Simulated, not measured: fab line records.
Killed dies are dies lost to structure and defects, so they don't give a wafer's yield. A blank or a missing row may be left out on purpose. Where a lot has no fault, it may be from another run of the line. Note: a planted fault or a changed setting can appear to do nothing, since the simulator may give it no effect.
Code-filled problem report in 8D (eight disciplines) form || flow sky130 || the parts of the form that need people (team, actions taken, sign-off) are left out

## 1. THE ISSUE
Across 2 wafers from 2 lots, PASSIVATION_CVD_02_THK at SKY_PASSIVATION_THK_MEAS_03 averages 630 nm, while fault-free wafers read 538 nm with a standard deviation of 6.5. Measured from the usual mean, that is +14 standard deviations.
First observed at day 48 09:57: wafer L329.6, on film metro-03. The record has a number at this step for 33 wafers belonging to 11 lots. By rule, "out" or "out of limits" means more than 4 standard deviations away from the usual mean. The other wafers with a number count as sound.

## 2. WHAT IT IS; WHAT IT IS NOT
{"question": "which readings at this step", "is": "PASSIVATION_CVD_02_THK", "is not": "-"}
{"question": "which lots", "is": "L329, L333", "is not": "L316, L319, L320, L323, L326, L327, L328, L330, L338"}
{"question": "which wafers of those lots", "is": "L329.6, L333.4", "is not": "L329.1, L329.2, L333.2, L333.3"}
{"question": "read on which gauges", "is": "film metro-03", "is not": "film metro-01, film metro-02"}
{"question": "when", "is": "from day 48 09:57", "is not": "up to then (23 sound wafers); but 8 sound wafers of L330, L333, L338 came after"}

## 3. THE SUSPECTS, EACH WITH WHAT RULES IT OUT
Counting: a tool at a process step up to the reading stays a suspect if it ran every lot that is out. Sound lots after the first of them don't rule it out here, since some wafers of a struck lot are sound.
- the gauge at SKY_PASSIVATION_THK_MEAS_03: kept. All the wafers that are out were read on film metro-03, and no step on other tools shows them out.
- pecvd-04 at SKY_PASSIVATION_CVD_02 (deposits Si3N4, target thk 540 nm): kept. It ran every lot that is out, first L329 (day 48 09:43); its last sound lot up to then is L326 (day 48 04:07).
- In pecvd-04 at SKY_PASSIVATION_CVD_02, the wafers that are out were processed in chamber 0 and their sound lot-mates in chambers 1, 2.
Remaining after the count are pecvd-04 at SKY_PASSIVATION_CVD_02 and film metro-03 at SKY_PASSIVATION_THK_MEAS_03.

## 4. THE CAUSE (what the simulator had put in)
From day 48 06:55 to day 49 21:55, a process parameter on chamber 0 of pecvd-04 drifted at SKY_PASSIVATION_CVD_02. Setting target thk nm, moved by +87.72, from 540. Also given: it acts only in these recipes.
This tool is one of the 2 suspects left after counting.

## 5. THE EFFECT CHAIN, in route order
Rows list readings where the struck wafers' mean (over those with a number) sits beyond 3 standard deviations from the usual. Only readings whose record carries a usual standard deviation are examined. hours: median over the lots of the time between each lot's start at the first step of this table that gives one and its start at this step. sigmas: the change, counted in usual standard deviations.
{"hours": 0, "step": "SKY_PASSIVATION_THK_MEAS_03", "reading": "PASSIVATION_CVD_02_THK", "usual": "538 nm", "on struck wafers": 630, "change": "+92", "sigmas": "+14"}

## 6. HOW IT WOULD HAVE BEEN CAUGHT EARLIER
Counted from the fault's start at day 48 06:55, it took 3 hours until the first out-of-limits reading at a measuring or inspecting step in this record, taken at day 48 09:57.
Tool readings at SKY_PASSIVATION_CVD_02 with a usual standard deviation given in the record: none out on any struck wafer, hence no alarm at a limit of 4 standard deviations on them.
Among the 2 lots that are out, L333 began SKY_PASSIVATION_CVD_02 on pecvd-04 after day 48 09:57. Holding the tool at that time would have saved it.
